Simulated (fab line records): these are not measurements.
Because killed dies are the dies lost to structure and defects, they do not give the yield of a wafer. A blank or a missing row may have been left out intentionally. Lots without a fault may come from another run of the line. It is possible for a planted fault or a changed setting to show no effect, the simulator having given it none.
Which tool was responsible?	flow gf180mcu	Sampling: 13 lots, 39 wafers, 6 of 602 route steps

WHAT THE GAUGES READ, wafer by wafer
GF_VT_IMPLANT_RS_MEAS_46: the measuring method here is four-point-probe.
lot	measured	on	MVSD_RS (ohm/sq)
L457	day 7 20:36	film metro-03	456.1 456.4 457.0
L458	day 8 03:59	film metro-02	456.6 456.1 457.6
L460	day 8 07:31	film metro-02	456.2 456.1 454.7
L461	day 8 14:44	film metro-01	458.8 457.3 459.3
L462	day 9 12:17	film metro-01	457.0 455.9 454.9
L463	day 9 12:42	film metro-02	455.8 456.0 456.0
L466	day 10 06:13	film metro-02	456.4 457.0 457.6
L467	day 10 12:23	film metro-03	449.8 450.8 450.2 450.6 450.9 449.8
L469	day 10 19:57	film metro-02	451.6 451.3 451.0 450.9 452.6 450.9
L471	day 11 08:30	film metro-01	456.5 456.6 457.8
L474	day 12 09:04	film metro-03	457.5 456.6 457.1
L476	day 12 19:26	film metro-01	456.2 457.7 456.7
L478	day 13 20:55	film metro-03	457.3 456.9 456.5

GF_VT_IMPLANT_RS_MEAS_47: the measuring method here is four-point-probe.
lot	measured	on	NWELL_RS (ohm/sq)
L457	day 7 20:43	film metro-03	484.6 485.4 485.2
L458	day 8 04:06	film metro-02	489.7 487.6 490.2
L460	day 8 07:38	film metro-02	488.9 486.9 487.7
L461	day 8 14:52	film metro-01	489.6 489.8 489.6
L462	day 9 12:24	film metro-01	488.9 490.9 487.7
L463	day 9 12:49	film metro-02	485.9 487.3 486.8
L466	day 10 06:20	film metro-02	487.1 487.8 488.0
L467	day 10 15:56	film metro-03	486.8 485.1 486.5
L469	day 10 21:27	film metro-02	487.4 487.0 487.2
L471	day 11 08:37	film metro-01	489.6 488.6 489.4
L474	day 12 09:11	film metro-03	489.6 489.9 490.3
L476	day 12 19:33	film metro-01	488.5 487.1 488.0
L478	day 13 21:02	film metro-03	487.0 486.7 486.8

GF_HV_LDD_OVL_MEAS_47.
lot	measured	on	HV_LDD_03_OVL (nm)
L457	day 12 16:37	overlay-02	0.8 -0.5 -0.7
L458	day 12 22:46	overlay-01	1.6 0.7 2.0
L460	day 13 07:57	overlay-02	-1.0 0.2 -0.2
L461	day 13 12:05	overlay-02	0.6 -1.5 1.4
L462	day 14 14:21	overlay-02	2.0 -1.6 -0.8
L463	day 14 14:17	overlay-01	-0.5 1.7 1.5
L466	day 15 15:55	overlay-01	2.2 0.0 2.4
L467	day 15 23:33	overlay-01	0.1 1.9 0.3
L469	day 16 07:17	overlay-02	-1.3 -1.6 0.2
L471	day 17 04:20	overlay-02	-0.6 -1.9 -0.7
L474	day 18 14:17	overlay-01	-1.0 -0.2 -0.4
L476	day 18 14:39	overlay-02	0.1 1.9 -0.9
L478	day 19 21:16	overlay-01	1.1 -1.6 1.3

GF_HV_LDD_THK_MEAS_57.
lot	measured	on	HV_LDD_CVD_56_THK (nm)
L457	day 12 19:43	film metro-03	90.3 90.3 90.7
L458	day 13 01:51	film metro-01	88.6 88.3 88.2
L460	day 13 11:02	film metro-01	89.0 89.8 89.4
L461	day 13 15:14	film metro-03	89.1 89.3 89.0
L462	day 14 17:29	film metro-01	90.4 90.4 90.2
L463	day 14 17:23	film metro-03	89.8 88.7 89.7
L466	day 15 19:01	film metro-01	90.7 90.1 90.4
L467	day 16 03:21	film metro-02	90.5 90.8 91.3
L469	day 16 10:23	film metro-02	90.5 90.0 89.7
L471	day 17 07:26	film metro-03	89.7 90.0 89.3
L474	day 18 17:23	film metro-03	89.4 90.4 90.0
L476	day 18 18:48	film metro-01	91.9 91.1 91.6
L478	day 20 01:40	film metro-01	89.9 90.4 90.3

GF_M1_CD_MEAS_14: the cd target is 230 nm.
lot	measured	on	cd nm (nm)
L457	day 17 06:13	cd sem-01	231.0 230.9 229.9
L458	day 17 13:05	cd sem-02	230.0 229.3 230.0
L460	day 18 01:44	cd sem-01	229.0 230.9 228.4
L461	day 18 05:53	cd sem-01	230.2 231.0 231.5
L462	day 19 15:57	cd sem-01	229.5 229.0 229.2
L463	day 19 14:55	cd sem-02	229.4 230.0 230.6
L466	day 20 21:26	cd sem-01	229.8 230.0 228.8
L467	day 21 04:38	cd sem-01	230.5 230.4 230.1
L469	day 21 10:54	cd sem-02	230.6 229.3 229.7
L471	day 22 10:34	cd sem-01	229.1 228.6 229.2
L474	day 23 20:01	cd sem-01	233.1 232.0 231.6
L476	day 23 22:07	cd sem-01	230.8 230.5 230.9
L478	day 25 01:22	cd sem-02	230.1 230.6 231.4

EACH LOT AND THE TOOL THAT RAN IT (in order: tool; ch and the chambers of the sampled wafers; start)
lot	GF_MVSD_IMPLANT_08
L457	implanter-01 ch 0, day 4 16:58
L458	implanter-03 ch 0, day 4 23:54
L460	implanter-03 ch 0, day 5 04:40
L461	implanter-01 ch 0, day 5 12:04
L462	implanter-03 ch 0, day 6 04:18
L463	implanter-02 ch 0, day 6 04:55
L466	implanter-01 ch 0, day 6 20:19
L467	implanter-03 ch 0, day 7 00:52
L469	implanter-03 ch 0, day 7 06:19
L471	implanter-01 ch 0, day 7 16:18
L474	implanter-02 ch 0, day 8 13:43
L476	implanter-02 ch 0, day 9 00:01
L478	implanter-01 ch 0, day 9 22:22
- GF_MVSD_IMPLANT_08

AS READ BY THE TOOLS THEMSELVES (means over the sampled wafers that have a number; for cases with no such wafer, the mark the record gives instead)
GF_MVSD_IMPLANT_08.
lot	tool	beam energy keV
L457	implanter-01	399.99
L458	implanter-03	400.06
L460	implanter-03	400.09
L461	implanter-01	399.96
L462	implanter-03	399.94
L463	implanter-02	400.13
L466	implanter-01	399.73
L467	implanter-03	428.95
L469	implanter-03	428.94
L471	implanter-01	400.14
L474	implanter-02	399.93
L476	implanter-02	400.11
L478	implanter-01	400.02

THE ANSWER, worked out from the rows above alone
Rule: what is usual is taken from the lots themselves. Put in order of their means at a reading, lots are off if they are a third of the lots or fewer, leave a main group of 4 or more, and stand apart from it by a gap of 3 or more times the standard deviation of the main group's means; of several such gaps the widest counts. If all means in a main group match to the digits the tables above print for the reading, that group is not used. A lot without any number at a reading at which 4 lots or more have one is off too. All remaining lots with rows at the step are treated as sound. After the gauges, taken in route order, come the tools' own readings; for these a lot's mean is taken, as printed above. At the first step where some lot is off, the reading lying furthest off is the one used; lots without a number count as furthest.
Off: L467, L469, seen at GF_VT_IMPLANT_RS_MEAS_46 (MVSD_RS). Mean 456.7 ohm/sq and standard deviation 0.72 in the main group.
If a tool, at a process step before that reading, ran all the lots that are off and no sound lot after the first of them, it fits. Not tried: the gauges at GF_VT_IMPLANT_RS_MEAS_46; whatever is off there is also off at GF_MVSD_IMPLANT_08, on other tools, and gauge error can't account for it. One fits: implanter-03 at GF_MVSD_IMPLANT_08. A fault onset in the window from L462 (day 6 04:18, its last sound lot) to L467 (day 7 00:52, its first lot off) fits.
The tool's own readings at GF_MVSD_IMPLANT_08 bear it out: on the lots that are off they differ by more than 5 times the standard deviation of the sound lots' means. beam energy keV reads 428.94 there against 400.01 on the sound lots.

WHAT THE SIMULATOR PUT IN
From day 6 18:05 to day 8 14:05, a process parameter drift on implanter-03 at GF_MVSD_IMPLANT_08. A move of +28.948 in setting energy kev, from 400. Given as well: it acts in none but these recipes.
Lots struck among those shown: L467, L469. The rule given above showed the same thing.
